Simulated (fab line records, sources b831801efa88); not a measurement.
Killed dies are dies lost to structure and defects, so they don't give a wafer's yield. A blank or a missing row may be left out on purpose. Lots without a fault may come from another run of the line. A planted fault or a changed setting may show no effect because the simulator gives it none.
fab line records | flow sky130
record lots=11 wafers=29 last_day=50
route steps=708 shown VIA3@589 VIA4@656 METAL5@663 PASSIVATION@681
lots that met no fault: from a run of the same line without faults
start_h: hours from the record's first day to the start of the lot's first wafer shown | wait_h: hours since the lot's step before | " the same as in the row above | L1.1+2: a row that stands for several wafers | - no value, or no start given | * or withheld: withheld | < > ~ a bound
route shown NAME@n: a module of which the file shows steps, and the number in the route of the first | usual: mean/standard deviation of fault-free wafers | same: alike in all rows | chamber/n: place in a boat | sites: the reading at each site | _std_site: their standard deviation | _edge_site: outer sites' mean less inner sites' | radius_mm: how far each site lies from the wafer's centre | mask NAME#n: copy n | behind: the tool/chamber that last shaped the wafer | hold: why the lot was held/for how many hours/how that ended | device: the transistor (n, p or np) that didn't switch | end of line: the same wafers' tests at the end of the route | a step without rows: its recipe alone | killed: dies lost to structure and defects at the first sort, not the wafer's yield | map: a wafer's dies, x killed, . not, _ none there
set.NAME: the setting as run; set.NAME@STEP: as run at that earlier step | model.NAME: the simulator's own value behind a step, which no gauge read
steps of the route over a sample of lots; a table a step, a row a wafer
services: from which hour (start_h, from the record's first day; less than 0 if before it) a tool's chamber was out of use, for how many hours, and why
## steps
# step SKY_VIA3_STRIP_16
# recipe chemistry=O2/N2 power_w=1400 pressure_mtorr=1500 platen_temp_c=withheld o2_flow_sccm=3000 n2_flow_sccm=300 overash_fraction=0.5
# usual drypump_motor_current_A=6.1/0.5 oes_product_au=0.403/0.005 strip_time_to_endpoint_s=4.146/0.021
# columns lot.wafer tool chamber start_h wait_h drypump_motor_current_A oes_product_au rf_hours_counter_h strip_time_to_endpoint_s
L753.1 plasma_asher-03 0 964.15 0.0 5.5 0.404 114 4.152
L753.3 " 0 " " 5.5 0.399 - 4.145
L753.4 " 1 " " 5.6 0.394 - 4.141
L751.1 plasma_asher-01 0 969.16 0.0 5.7 0.403 52 4.145
L751.4 " 1 " " 6.3 0.407 - 4.151
L751.5 " 0 " " 5.7 0.402 - 4.144
L752.1 plasma_asher-01 1 973.21 0.0 6.3 0.408 53 4.138
L752.2 " 0 " " 5.7 0.396 53 4.119
L752.4 " 1 " " 6.3 0.404 - 4.147
L755.3 plasma_asher-04 1 977.63 0.1 6.8 0.402 - 4.122
L755.5 " 0 " " 6.3 0.401 - 4.106
L755.6 " 1 " " 6.8 0.403 - 4.145
L759.2 plasma_asher-03 1 1008.15 0.0 5.6 0.402 118 4.143
L760.1 plasma_asher-04 1 1011.95 0.0 6.8 0.400 27 4.148
L761.1 plasma_asher-04 0 1020.60 0.0 6.3 0.413 28 4.142
L761.3 " 0 " " 6.3 0.399 - 4.156
L761.5 " 0 " " 6.3 0.404 - 4.152
L763.2 plasma_asher-01 1 1027.65 0.0 6.3 0.405 58 4.176
L763.3 " 1 " " 6.3 0.410 - 4.166
L763.6 " 1 " " 6.3 0.406 - 4.166
L765.1 plasma_asher-01 1 1048.60 0.0 6.3 0.400 60 4.136
L765.2 " 0 " " 5.7 0.397 60 4.128
L765.6 " 1 " " 6.3 0.403 - 4.125
L769.2 plasma_asher-01 1 1071.62 0.0 6.3 0.405 63 4.170
L769.3 " 1 " " 6.3 0.411 - 4.163
L769.4 " 0 " " 5.7 0.396 - 4.159
L771.1 plasma_asher-04 0 1079.40 0.0 6.3 0.396 34 4.108
L771.3 " 0 " " 6.3 0.403 - 4.095
L771.4 " 1 " " 6.8 0.398 - 4.140
# step SKY_VIA4_SPUTTER_17
# recipe material=TiN target_thk_nm=20 chamber_pressure_pa=5 power_w=4000 time_s=80
# usual cathode_dc_power_W=3999.9/0.68 throttle_valve_pct=30.1/1.2
# columns lot.wafer tool chamber start_h wait_h cathode_dc_power_W throttle_valve_pct
L753.1 pvd_sputter-04 - 1038.72 0.0 3999.0 30.9
L753.3 " - " " 3999.3 28.9
L753.4 " - " " 3999.6 28.5
L751.1 pvd_sputter-03 - 1042.96 0.0 4001.3 29.7
L751.4 " - " " 4000.1 29.1
L751.5 " - " " 4001.0 32.0
L752.1 pvd_sputter-02 - 1046.76 0.0 4000.1 29.5
L752.2 " - " " 3999.5 31.3
L752.4 " - " " 4000.0 31.0
L755.3 pvd_sputter-02 - 1049.70 0.0 4000.4 29.5
L755.5 " - " " 4001.1 30.9
L755.6 " - " " 4000.0 31.1
L759.2 pvd_sputter-02 - 1077.78 0.0 4000.0 29.3
L760.1 pvd_sputter-02 - 1083.11 0.0 4000.4 30.5
L761.1 pvd_sputter-04 - 1090.35 0.0 4000.7 28.8
L761.3 " - " " 4000.4 28.4
L761.5 " - " " 3999.8 30.8
L763.2 pvd_sputter-04 - 1097.14 0.0 4000.1 28.6
L763.3 " - " " 4000.0 31.0
L763.6 " - " " 3998.6 31.8
L765.1 pvd_sputter-03 - 1117.05 0.0 4000.1 28.5
L765.2 " - " " 4000.8 29.8
L765.6 " - " " 3999.5 30.0
L769.2 pvd_sputter-02 - 1137.89 0.0 3999.5 29.2
L769.3 " - " " 3999.6 31.0
L769.4 " - " " 3999.2 29.6
L771.1 pvd_sputter-03 - 1144.23 0.0 3998.9 29.2
L771.3 " - " " 3999.2 30.0
L771.4 " - " " 3999.5 31.5
# step SKY_METAL5_SPUTTER_02
# recipe material=AlCu target_thk_nm=1150 power_w=10600 time_s=61.2 chamber_pressure_pa=0.4
# usual cathode_dc_power_W=10600/1.8 throttle_valve_pct=30.1/1.2
# columns lot.wafer tool chamber start_h wait_h cathode_dc_power_W throttle_valve_pct
L753.1 pvd_sputter-01 - 1039.46 0.0 10599 30.9
L753.3 " - " " 10596 31.9
L753.4 " - " " 10602 31.8
L751.1 pvd_sputter-03 - 1043.71 0.0 10601 32.0
L751.4 " - " " 10596 28.3
L751.5 " - " " 10600 28.4
L752.1 pvd_sputter-01 - 1047.50 0.0 10598 31.0
L752.2 " - " " 10600 31.9
L752.4 " - " " 10596 29.7
L755.3 pvd_sputter-01 - 1050.44 0.0 10602 31.9
L755.5 " - " " 10599 31.0
L755.6 " - " " 10600 32.0
L759.2 pvd_sputter-01 - 1078.53 0.0 10602 31.7
L760.1 pvd_sputter-01 - 1083.85 0.0 10600 31.9
L761.1 pvd_sputter-03 - 1091.46 0.0 10599 28.5
L761.3 " - " " 10599 30.1
L761.5 " - " " 10602 28.9
L763.2 pvd_sputter-04 - 1097.88 0.0 10602 31.8
L763.3 " - " " 10600 28.5
L763.6 " - " " 10600 28.3
L765.1 pvd_sputter-03 - 1117.79 0.0 10602 31.7
L765.2 " - " " 10602 28.3
L765.6 " - " " 10602 29.9
L769.2 pvd_sputter-04 - 1138.64 0.0 10601 28.7
L769.3 " - " " 10599 28.5
L769.4 " - " " 10603 28.6
L771.1 pvd_sputter-04 - 1144.97 0.0 10599 31.7
L771.3 " - " " 10603 28.6
L771.4 " - " " 10601 30.8
# step SKY_METAL5_RS_MEAS_05
# recipe thk_meas_gauge=four-point-probe reads=TiN_of_METAL5_SPUTTER_04+Ti_of_METAL5_SPUTTER_03+AlCu_of_METAL5_SPUTTER_02+TiN_of_METAL5_SPUTTER_01+Ti_of_METAL5_SPUTTER_00
# usual METAL5_ALCU_RS=0.0271/0.00035
# columns lot.wafer tool chamber start_h wait_h hold METAL5_ALCU_RS[ohm/sq]
L753.1 film_metro-03 - 1039.58 0.0 - 0.0271
L753.3 " - " " - 0.0272
L753.4 " - " " - 0.0273
L751.1 film_metro-03 - 1043.82 0.0 - 0.0281
L751.4 " - " " - 0.0277
L751.5 " - " " - 0.0278
L752.1 film_metro-02 - 1047.61 0.0 - 0.0267
L752.2 " - " " - 0.0268
L752.4 " - " " - 0.0268
L755.3 film_metro-03 - 1050.60 0.1 - 0.0271
L755.5 " - " " - 0.0268
L755.6 " - " " - 0.0270
L759.2 film_metro-03 - 1078.66 0.0 await_dispo/0.2h/release 0.0241
L759.2 film_metro-03 - 1078.95 0.3 - 0.0241
L760.1 film_metro-03 - 1083.97 0.0 await_dispo/0.2h/release 0.0242
L760.1 film_metro-03 - 1084.25 0.3 - 0.0242
L761.1 film_metro-02 - 1091.57 0.0 - 0.0275
L761.3 " - " " - 0.0271
L761.5 " - " " - 0.0273
L763.2 film_metro-02 - 1098.02 0.0 - 0.0275
L763.3 " - " " - 0.0270
L763.6 " - " " - 0.0273
L765.1 film_metro-02 - 1117.91 0.0 - 0.0272
L765.2 " - " " - 0.0271
L765.6 " - " " - 0.0271
L769.2 film_metro-01 - 1138.77 0.0 - 0.0266
L769.3 " - " " - 0.0271
L769.4 " - " " - 0.0269
L771.1 film_metro-03 - 1145.09 0.0 - 0.0268
L771.3 " - " " - 0.0269
L771.4 " - " " - 0.0270
# step SKY_METAL5_THK_MEAS_06
# recipe thk_meas_gauge=xrf reads=AlCu_of_METAL5_SPUTTER_02
# usual METAL5_ALCU_THK=1123/16
# columns lot.wafer tool chamber start_h wait_h hold METAL5_ALCU_THK[nm]
L753.1 film_metro-03 - 1039.70 0.1 - 1129
L753.3 " - " " - 1123
L753.4 " - " " - 1123
L751.1 film_metro-03 - 1043.94 0.1 - 1084
L751.4 " - " " - 1095
L751.5 " - " " - 1092
L752.1 film_metro-02 - 1047.73 0.1 - 1133
L752.2 " - " " - 1128
L752.4 " - " " - 1129
L755.3 film_metro-03 - 1050.70 0.1 - 1119
L755.5 " - " " - 1137
L755.6 " - " " - 1121
L759.2 film_metro-03 - 1082.42 3.5 await_dispo/0.2h/release 1257
L759.2 film_metro-03 - 1082.65 0.2 - 1268
L760.1 film_metro-03 - 1087.34 3.1 await_dispo/0.2h/release 1250
L760.1 film_metro-03 - 1087.56 0.2 - 1257
L761.1 film_metro-02 - 1091.69 0.1 - 1109
L761.3 " - " " - 1121
L761.5 " - " " - 1120
L763.2 film_metro-02 - 1098.13 0.1 - 1102
L763.3 " - " " - 1118
L763.6 " - " " - 1112
L765.1 film_metro-02 - 1118.03 0.1 - 1110
L765.2 " - " " - 1112
L765.6 " - " " - 1114
L769.2 film_metro-01 - 1138.88 0.1 - 1150
L769.3 " - " " - 1135
L769.4 " - " " - 1131
L771.1 film_metro-03 - 1145.21 0.1 - 1137
L771.3 " - " " - 1131
L771.4 " - " " - 1137
# step SKY_METAL5_METAL_ETCH_15
# recipe target_depth_a=12600 stop_on=SiO2 over_etch_frac=0.2 time_s=252 chemistry=Cl2/BCl3 resist_sidewall_deg=86 pressure_mtorr=10 icp_w=900 bias_w=48.5 Cl2_flow_sccm=60 bcl3_flow_sccm=30
# usual drypump_motor_current_A=5.73/0.17 mfc_cl2_sccm=60.01/0.2 oes_product_au=0.894/0.0052 throttle_valve_pct=22.263/0.0093
# columns lot.wafer tool chamber start_h wait_h drypump_motor_current_A mfc_cl2_sccm oes_product_au rf_hours_counter_h throttle_valve_pct
L753.1 rie_metal-03 1 1060.88 0.0 5.71 60.03 0.890 22 22.260
L753.3 " 1 " " 5.69 59.95 0.899 - 22.255
L753.4 " 0 " " 5.51 59.72 0.896 - 22.281
L751.1 rie_metal-04 0 1064.88 0.0 5.69 59.96 0.881 12 22.273
L751.4 " 1 " " 6.04 60.08 0.889 - 22.254
L751.5 " 0 " " 5.71 60.27 0.898 - 22.250
L752.1 rie_metal-04 1 1069.18 0.0 6.02 59.79 0.896 19 22.264
L752.2 " 0 " " 5.71 59.95 0.897 13 22.276
L752.4 " 1 " " 6.01 59.97 0.889 - 22.244
L755.3 rie_metal-03 0 1072.10 0.1 5.52 59.98 0.894 - 22.253
L755.5 " 0 " " 5.53 59.81 0.893 - 22.263
L755.6 " 1 " " 5.71 60.06 0.892 - 22.266
L759.2 rie_metal-03 0 1099.88 0.0 5.53 60.16 0.934 18 22.253
L760.1 rie_metal-02 0 1104.63 0.0 5.60 60.09 0.930 17 22.265
L761.1 rie_metal-04 0 1112.88 0.0 5.71 59.59 0.887 16 22.256
L761.3 " 0 " " 5.70 59.98 0.892 - 22.256
L761.5 " 1 " " 6.02 60.02 0.893 - 22.261
L763.2 rie_metal-04 0 1118.54 0.0 5.71 60.25 0.896 17 22.262
L763.3 " 0 " " 5.69 59.93 0.881 - 22.269
L763.6 " 1 " " 6.02 59.73 0.892 - 22.271
L765.1 rie_metal-04 1 1137.63 0.0 6.04 59.82 0.887 25 22.264
L765.2 " 0 " " 5.71 59.73 0.894 18 22.264
L765.6 " 0 " " 5.73 59.87 0.892 - 22.272
L769.2 rie_metal-03 1 1157.14 0.0 5.74 60.11 0.892 1 22.253
L769.3 " 1 " " 5.73 59.94 0.900 - 22.262
L769.4 " 0 " " 5.51 59.72 0.906 - 22.260
L771.1 rie_metal-04 0 1162.88 0.0 5.71 60.24 0.896 21 22.275
L771.3 " 1 " " 6.03 59.92 0.891 - 22.270
L771.4 " 0 " " 5.70 60.24 0.892 - 22.259
# step SKY_PASSIVATION_CVD_00
# recipe material=SiO2 target_thk_nm=90 temp_c=400 time_s=withheld rf_w=600
# usual heater_power_w=686/120
# columns lot.wafer tool chamber start_h wait_h heater_power_w
L753.1 pecvd-02 0 1061.71 0.0 655
L753.3 " 1 " " 722
L753.4 " 1 " " 727
L751.1 pecvd-01 0 1065.70 0.0 792
L751.4 " 0 " " 792
L751.5 " 2 " " 623
L752.1 pecvd-02 2 1070.01 0.0 485
L752.2 " 1 " " 668
L752.4 " 1 " " 666
L755.3 pecvd-01 2 1072.85 0.0 645
L755.5 " 0 " " 790
L755.6 " 1 " " 651
L759.2 pecvd-02 0 1100.70 0.0 740
L760.1 pecvd-02 2 1105.52 0.0 503
L761.1 pecvd-04 2 1113.71 0.0 551
L761.3 " 1 " " 861
L761.5 " 2 " " 563
L763.2 pecvd-01 0 1119.57 0.0 816
L763.3 " 1 " " 577
L763.6 " 2 " " 609
L765.1 pecvd-01 2 1138.48 0.0 558
L765.2 " 0 " " 780
L765.6 " 2 " " 579
L769.2 pecvd-04 2 1158.01 0.0 578
L769.3 " 0 " " 830
L769.4 " 0 " " 841
L771.1 pecvd-04 0 1163.73 0.0 898
L771.3 " 1 " " 781
L771.4 " 0 " " 900
## services
# columns tool chamber start_h hours kind
plasma_asher-03 - 947.43 1.0 repair
plasma_asher-03 - 958.16 0.4 repair
plasma_asher-04 - 972.61 2.8 pm
pecvd-04 - 984.32 0.6 repair
rie_metal-04 1 993.70 12.3 repair
pvd_sputter-03 1 1003.21 - consumable_replace:kit
pvd_sputter-03 1 1003.21 18.0 scheduled_down
pvd_sputter-03 1 1003.21 18.0 vent_cycle
pvd_sputter-02 - 1008.85 1.6 repair
pvd_sputter-04 3 1009.75 - consumable_replace:kit
pecvd-01 - 1014.23 2.3 repair
plasma_asher-03 - 1019.60 2.8 pm
pecvd-04 - 1035.50 2.8 pm
pvd_sputter-01 - 1040.28 6.3 repair
plasma_asher-03 - 1055.25 9.0 pm
pecvd-01 - 1055.71 1.2 repair
rie_metal-02 - 1063.49 2.8 pm
plasma_asher-01 - 1077.28 6.7 repair
rie_metal-02 - 1090.22 1.0 repair
pecvd-02 1 1112.53 1.8 repair
pecvd-04 - 1126.82 1.1 repair
pecvd-02 0 1130.32 6.5 repair
pecvd-01 1 1135.77 7.8 repair
pecvd-02 - 1137.92 2.1 repair
## key
first_sign step=SKY_METAL5_RS_MEAS_05 reading=visit direction=added
effect step=SKY_METAL5_RS_MEAS_05 reading=METAL5_ALCU_RS direction=down sigmas=8.3 usual=0.0271 struck=0.0242
effect step=SKY_METAL5_THK_MEAS_06 reading=visit direction=added
effect step=SKY_METAL5_THK_MEAS_06 reading=METAL5_ALCU_THK direction=up sigmas=8.4 usual=1123 struck=1253
effect step=SKY_METAL5_METAL_ETCH_15 reading=oes_product_au direction=up sigmas=7.4 usual=0.894 struck=0.932
met_at SKY_METAL5_SPUTTER_02
struck_lots L759,L760
struck_wafers L759.2,L760.1
tester_left_out L759,L760
not_acting_at SKY_VIA3_STRIP_16,SKY_VIA4_SPUTTER_17,SKY_PASSIVATION_CVD_00
onset_between 1050.44 1078.53
earlier_fault kind=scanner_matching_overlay tool=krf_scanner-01 chamber=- onset_h=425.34 steps=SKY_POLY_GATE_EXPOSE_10 offset=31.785
earlier_fault kind=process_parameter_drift tool=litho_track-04 chamber=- onset_h=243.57 steps=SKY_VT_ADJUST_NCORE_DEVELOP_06 channel=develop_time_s offset=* shape=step end_h=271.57 acts_in=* stated=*
fault kind=process_parameter_drift tool=pvd_sputter-01 chamber=- onset_h=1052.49 steps=SKY_METAL5_SPUTTER_02 channel=time_s offset=* shape=step acts_in=* stated=* scope=struck_wafers_only
# tester_left_out: of these lots the tester's yield and bins aren't shown, on N5 and GAA mostly nor the transistor test; their killed dies are dies lost to structure and defects alone, not to doping, threshold or leakage, so they don't give the yield
